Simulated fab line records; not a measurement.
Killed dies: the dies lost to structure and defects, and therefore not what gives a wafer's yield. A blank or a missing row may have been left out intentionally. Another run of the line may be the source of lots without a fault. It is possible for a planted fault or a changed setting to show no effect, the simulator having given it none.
Struck lot and sound lot, side by side ; flow sky130 ; 15 out of 708 route steps
Sound: wafers L416.3, L416.5, L416.6. Struck: wafers L421.1, L421.3, L421.4. Last of all comes the cause.
Per side, at each step with rows, come the tool, then ch with its chambers, and then its first start. Under that, the readings that differ: sound wafers ; struck wafers ; difference of the means ; sigmas: that difference in standard deviations of wafers without a fault.
alike: words and numbers the same on both sides, and readings whose means are apart by under 2 such deviations; not compared: readings that were withheld, readings missing a value for some wafer, numbers with overlapping values and no deviation given by the record, and bounds like >300 which may hide the same value.
A row with sigmas, a row that says differs or no value, or rows on one side alone: a step with any of these is where the two part. Numbers that have no deviation but don't overlap get no sigmas and don't part them. A reading missing from all wafers of one side parts the sides only when that side holds two or more wafers.

SKY_VIA2_BOW_MEAS_03:
  sound: film-metro-04 at day 37 17:42; struck: film-metro-01 at day 39 06:07
  alike: VIA2_BOW
then, 8 steps without rows for these wafers: SKY_VIA2_DEHYDRATE_04 (time 60 s); SKY_VIA2_HMDS_05 (prime time 60 s); SKY_VIA2_COAT_06 (resist thk 60 nm); SKY_VIA2_COAT_07 (resist thk 450 nm); SKY_VIA2_SOFTBAKE_08 (time 90 s); SKY_VIA2_EXPOSE_09 (exposes mask VIM2, target cd 200 nm); SKY_VIA2_PEB_10; SKY_VIA2_DEVELOP_11 (develop time 60 s).
SKY_VIA2_CD_MEAS_12: target cd 200 nm.
  sound: cd-sem-02 at day 38 18:47; struck: cd-sem-01 at day 40 06:52
  alike: cd-nm
SKY_VIA2_OVL_MEAS_13:
  sound: overlay-02 at day 38 18:52; struck: overlay-01 at day 40 06:59
  alike: VIA2_OVL
SKY_VIA2_ETCH_14: etches BARC in N2/H2, stops on SiO2, time 45.9 s, target depth 60 nm.
  sound on rie-diel-03 ch 1,2,3, day 38 18:53; struck on rie-diel-03 ch 0,2,3, day 40 07:01
  alike: drypump-motor-current-A, oes-product-au, rf-fwd-power-W, throttle-valve-pct
  not compared: rf-hours-counter-h
SKY_VIA2_ETCH_15: etches SiO2 in C4F8/O2/Ar, stops on TiN, target depth 546 nm, time 84 s.
  sound on rie-diel-03 ch 1,2,3, day 38 18:56; struck on rie-diel-03 ch 0,2,3, day 40 07:03
reading;sound;struck;difference;sigmas
rf-fwd-power-W (W);1489 1484 1492;1251 1246 1247;-240;-41
model.KrF-thick_of_VIA2_COAT_07.thk-nm (nm);286.2 285.7 286.8;294 292.5 293.3;+7;
  alike: oes-product-au
  not compared: rf-hours-counter-h
SKY_VIA2_STRIP_16: strips in O2/N2.
  sound on plasma-asher-03 ch 0,1, day 38 19:02; struck on plasma-asher-04 ch 0,1, day 40 07:07
reading;sound;struck;difference;sigmas
strip-time-to-endpoint-s (s);4.086 4.088 4.081;4.168 4.144 4.162;+0.073;+3
  alike: drypump-motor-current-A, o2-flow-sccm, oes-product-au
  not compared: rf-hours-counter-h
then, 1 step without rows for these wafers: SKY_VIA2_STRIP_17 (strips in post etch residue remover, time 1200 s).

WHERE THEY PART
Last at SKY_VIA2_STRIP_16 as far as this record goes, first at SKY_VIA2_ETCH_15.

WHY: what the simulator had put in
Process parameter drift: rie-diel-03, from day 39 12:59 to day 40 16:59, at SKY_VIA2_ETCH_15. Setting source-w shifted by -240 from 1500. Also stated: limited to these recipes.
